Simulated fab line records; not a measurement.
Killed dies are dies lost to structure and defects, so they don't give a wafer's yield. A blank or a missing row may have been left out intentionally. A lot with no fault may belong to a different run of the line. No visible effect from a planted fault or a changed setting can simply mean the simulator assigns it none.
2 desks looking at one fault    flow sky130    only its own numbers are on each desk; what lay behind them is given at the end

FOR THE TOOL OWNER'S DESK: krf_scanner-01
The tool's own readings at SKY_METAL4_EXPOSE_10 (exposes mask MM4, target cd 300 nm): means of the sampled wafers that have a number, for each lot that ran on this tool. Marked OUT: a lot whose mean sits more than 4 standard deviations from the usual mean, which makes it out of limits; the brackets give that distance.
Columns: A = exposure_dose_mJ_cm2 at SKY_METAL4_EXPOSE_10, usual 28.03; B = reticle_temp_C at SKY_METAL4_EXPOSE_10, usual 22.99 C
lot   first seen here  A      B
L231  day 41 12:40     27.98  23.00
L232  day 42 02:07     27.94  22.94
L234  day 42 13:18     27.94  22.93
L235  day 42 23:26     27.94  23.01
L237  day 43 12:08     27.97  23.01
L238  day 43 17:25     27.91  22.90
L239  day 44 02:14     27.96  23.03
L240  day 44 08:31     27.99  22.95
L241  day 44 16:08     27.98  23.14
This desk's finding: nothing out of limits on any of the 9 lots.

THE METROLOGY DESK
What the gauges read for every lot (on any tool): the sampled wafers with a number, averaged. Marked OUT: a lot whose mean sits more than 4 standard deviations from the usual mean, which makes it out of limits; the brackets give that distance.
Columns: A = cd_nm at SKY_METAL4_CD_MEAS_13, usual 299.6 nm
lot   first seen here  A
L229  day 41 11:06     298.7
L230  day 41 15:40     298.5
L231  day 42 00:24     299.0
L232  day 42 13:49     299.6
L234  day 43 01:03     299.1
L235  day 43 10:11     301.1
L237  day 43 23:15     298.3
L238  day 44 04:16     297.6
L239  day 44 12:57     243.9 (-43) OUT
L240  day 44 19:43     274.8 (-19) OUT
L241  day 45 02:40     272.6 (-21) OUT
L250  day 47 08:00     300.2
L251  day 47 16:31     300.8
L252  day 47 19:13     299.7
Finding of this desk: L239, L240, L241 out of limits; the first was L239 at day 44 12:57, on cd_nm at SKY_METAL4_CD_MEAS_13. L229, L230, L231, L232, L234, L235, L237, L238, L250, L251, L252 stayed within limits.

ALL TOGETHER
The metrology desk could have raised an alarm at day 44 12:57, on L239, L240, L241.
The tool owner's desk saw nothing out of limits.
The tool owner's desk has L239, L240, L241 on record, within its limits.
The lots listed all ran SKY_METAL4_EXPOSE_10 on krf_scanner-01.

WHAT THE SIMULATOR HAD INSERTED
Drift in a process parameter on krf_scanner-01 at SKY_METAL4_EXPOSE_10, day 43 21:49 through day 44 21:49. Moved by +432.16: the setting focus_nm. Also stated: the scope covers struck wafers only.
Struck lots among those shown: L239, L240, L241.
Hours from the fault's start to each desk's first reading out of limits: the metrology desk, 15.
